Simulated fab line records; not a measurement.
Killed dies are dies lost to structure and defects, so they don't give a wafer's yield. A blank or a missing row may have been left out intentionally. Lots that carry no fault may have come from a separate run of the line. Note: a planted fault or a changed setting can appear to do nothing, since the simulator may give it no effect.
Struck lot and sound lot, side by side    flow sky130    35 out of 708 route steps
Sound: the wafers L636.2, L636.4, L636.5. Wafers struck: L645.1, L645.3, L645.5. At the end, the cause is stated.
At each step with rows: each side's tool, then ch and its chambers, then its first start. Under that, the readings that differ: sound wafers    struck wafers    difference of the means    sigmas: that difference in standard deviations of wafers without a fault.
alike: words and numbers the same on both sides, and readings whose means are apart by under 2 such deviations; not compared: readings that were withheld, readings missing a value for some wafer, numbers with overlapping values and no deviation given by the record, and bounds like >300 which may hide the same value.
Wherever a step has rows on one side only, a row that says differs or no value, or a row with sigmas, the two part there. When numbers do not overlap yet have no deviation, they are printed without sigmas and do not part them. Lack of a reading on every wafer of one side parts them only where that side has two or more wafers.

first, 8 steps without rows for these wafers: SKY_SONOS_TUNNEL_EXPOSE_04 (exposes mask TUNM, target cd 410 nm); SKY_SONOS_TUNNEL_PEB_05; SKY_SONOS_TUNNEL_DEVELOP_06 (develop time 60 s); SKY_SONOS_TUNNEL_IMPLANT_09; SKY_SONOS_TUNNEL_WET_ETCH_10 (etches SiO2 in dHF, target depth 14 nm, time 280 s); SKY_SONOS_TUNNEL_STRIP_11 (strips in SPM, time 600 s); SKY_SONOS_TUNNEL_CLEAN_13 (cleans in dHF, time 20 s); SKY_SONOS_ONO_OXIDATION_00 (stabilise 600 s, purge 300 s, target thk 2.6 nm).
SKY_SONOS_ONO_CVD_02: deposits Si3N4 from DCS/NH3, target thk 10.5 nm, time 180 s.
  sound on lpcvd-02 ch 0, day 12 01:49; struck on lpcvd-02 ch 0, day 15 15:10
reading                                     sound              struck            difference  sigmas
model.Si3N4_of_SONOS_ONO_CVD_02.thkNm (nm)  10.36 10.55 10.53  11.5 11.45 11.36  +1.0        
  alike: pressureMtorr, spikeTcCentreC
SKY_SONOS_ONO_THK_MEAS_03:
  sound on filmMetro-04 at day 12 02:53; struck on filmMetro-01 at day 15 16:13
reading                    sound              struck             difference  sigmas
SONOS_ONO_CVD_02_THK (nm)  10.34 10.54 10.54  11.43 11.44 11.32  +0.92       +8
then, 23 steps without rows for these wafers: SKY_SONOS_ONO_CVD_04 (deposits SiO2 from SiH4/N2O, target thk 5.7199 nm); SKY_SONOS_ONO_DEHYDRATE_06 (time 60 s); SKY_SONOS_ONO_HMDS_07 (prime time 60 s); SKY_SONOS_ONO_COAT_08 (resist thk 1140 nm); SKY_SONOS_ONO_SOFTBAKE_09 (time 60 s); SKY_SONOS_ONO_EXPOSE_10 (exposes mask ONOM, target cd 410 nm); SKY_SONOS_ONO_PEB_11; SKY_SONOS_ONO_DEVELOP_12 (develop time 60 s); SKY_SONOS_ONO_ETCH_15 (etches the open film in CHF3/O2, target depth 19.52 nm, time 7.8 s); SKY_SONOS_ONO_WET_ETCH_16 (etches SiO2 in dHF, target depth 14 nm, time 280 s); SKY_SONOS_ONO_STRIP_17 (strips in O2/N2); SKY_SONOS_ONO_WET_ETCH_18 (etches Si3N4 in H3PO4, target depth 15 nm, time 172 s); SKY_GATE_OXIDE_CLEAN_00 (cleans in SC1/SC2, time 150 s); SKY_GATE_OXIDE_OXIDATION_01 (stabilise 600 s, purge 300 s, target thk 10.268 nm); SKY_GATE_OXIDE_DEHYDRATE_03 (time 60 s); SKY_GATE_OXIDE_HMDS_04 (prime time 60 s); SKY_GATE_OXIDE_COAT_05 (resist thk 1140 nm); SKY_GATE_OXIDE_SOFTBAKE_06 (time 60 s); SKY_GATE_OXIDE_EXPOSE_07 (exposes mask LVOM, target cd 600 nm); SKY_GATE_OXIDE_PEB_08; SKY_GATE_OXIDE_DEVELOP_09 (develop time 60 s); SKY_GATE_OXIDE_IMPLANT_11; SKY_GATE_OXIDE_WET_ETCH_12 (etches SiO2 in dHF, target depth 16.8 nm, time 336 s).
-- the record jumps here: 23 days lie between the struck wafers' starts before and after (it left off in module GATE_OXIDE and takes up again in module VIA1, whose first step shown is number 472 of the route) --
SKY_VIA1_ETCH_14: etches BARC in N2/H2, stops on SiO2, time 45.9 s, target depth 60 nm.
  sound on rieDiel-01 ch 1,2, day 34 19:18; struck on rieDiel-01 ch 0,1,3, day 38 05:37
reading               sound              struck         difference  sigmas
model.VIA1.cdNm (nm)  150.2 144.9 150.8  167 169 167.8  +19         
  alike: drypumpMotorCurrentA, oesProductAu, throttleValvePct
  not compared: rfHoursCounterH
-- the record jumps here: 11 days lie between the struck wafers' starts before and after (it left off in module VIA1 and takes up again in module PAD_OPEN, whose first step shown is number 708 of the route) --
SKY_PAD_OPEN_PROBE_99:
  sound on prober-02 at day 46 13:13; struck on prober-02 at day 49 04:49
reading                              sound                 struck                difference  sigmas
model.etest.sonosErased.driveUaUm    222.7 195.8 192.5     137 155.9 148.6       -56         
model.etest.via1Chain.rcOhm          16.1 17.97 14.78      13.33 12.3 13.15      -3.36       
model.etest.capOno.gateLog10ACm2     -7.778 -7.964 -7.794  -8.502 -8.572 -8.461  -0.666      
model.etest.capOno.toxAccNm (nm)     12.76 12.95 12.83     13.39 13.39 13.28     +0.51       
model.etest.sonosProgrammed.vtV (V)  1.505 1.453 1.547     1.192 1.186 1.239     -0.296      
model.etest.sonosErased.vtV (V)      -2.362 -2.274 -2.328  -2.027 -2.074 -2.11   +0.251      
model.etest.sonosBaked.vtV (V)       1.007 0.9779 0.9901   0.817 0.7778 0.8305   -0.183      
  alike: killed_at_M0_to_M3, killed_at_M4_up, killedAtContacts, killedAtFrontEnd, killedAtOther, killedDies, killedOpen, killedShort
  not compared: model.etest.capOno.gateBvV

== WHERE THEY PART ==
Within this record, at SKY_SONOS_ONO_THK_MEAS_03 only. Later steps at which nothing parts them and some readings are alike: SKY_VIA1_ETCH_14, SKY_PAD_OPEN_PROBE_99.

WHY: whatever the simulator had introduced
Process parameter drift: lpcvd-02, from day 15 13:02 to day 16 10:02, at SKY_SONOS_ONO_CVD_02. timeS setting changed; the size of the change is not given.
